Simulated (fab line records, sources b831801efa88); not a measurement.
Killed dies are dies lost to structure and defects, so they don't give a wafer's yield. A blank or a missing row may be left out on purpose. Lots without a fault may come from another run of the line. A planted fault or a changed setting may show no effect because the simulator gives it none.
Which tool did it? | flow sky130 | 12 lots, 36 wafers sampled, at 1 step of a route of 708

WHAT THE GAUGES READ, wafer by wafer
SKY_METAL2_THK_MEAS_06: measures by xrf.
lot  | measured     | on            | METAL2_ALCU_THK (nm)
L075 | day 34 10:46 | film_metro-01 | 251.7 249.5 248.2
L077 | day 35 00:36 | film_metro-01 | 250.5 249.9 250.4
L080 | day 36 02:56 | film_metro-02 | 251.6 251.1 253.2
L081 | day 36 16:47 | film_metro-04 | 251.6 253.2 249.5
L083 | day 37 11:58 | film_metro-01 | 250.8 250.5 250.0
L084 | day 37 16:02 | film_metro-01 | 245.9 244.0 243.6
L087 | day 38 16:01 | film_metro-04 | 247.1 248.4 249.2
L089 | day 39 01:19 | film_metro-01 | 249.1 244.2 247.7
L091 | day 39 11:59 | film_metro-04 | 251.4 252.0 251.3
L093 | day 40 05:29 | film_metro-04 | 247.8 248.7 247.2
L095 | day 40 20:47 | film_metro-02 | 256.6 255.3 253.6
L096 | day 41 02:17 | film_metro-02 | 253.6 251.7 251.5

WHICH TOOL RAN EACH LOT (tool, then ch and the chambers of the sampled wafers, then the start)
The record holds no process step before these readings.

THE ANSWER, worked out from the rows above alone
Rule: what is usual is taken from the lots themselves. Put in order of their means at a reading, lots are off if they are a third of the lots or fewer, leave a main group of 4 or more, and stand apart from it by a gap of 3 or more times the standard deviation of the main group's means; of several such gaps the widest counts. A main group whose means are all the same, to the digits that the tables above print for the reading, isn't used. A lot without any number at a reading at which 4 lots or more have one is off too. The other lots that the step has rows for count as sound.
No lot is off at any reading shown: from this, nothing can be told.

WHAT THE SIMULATOR HAD PUT IN
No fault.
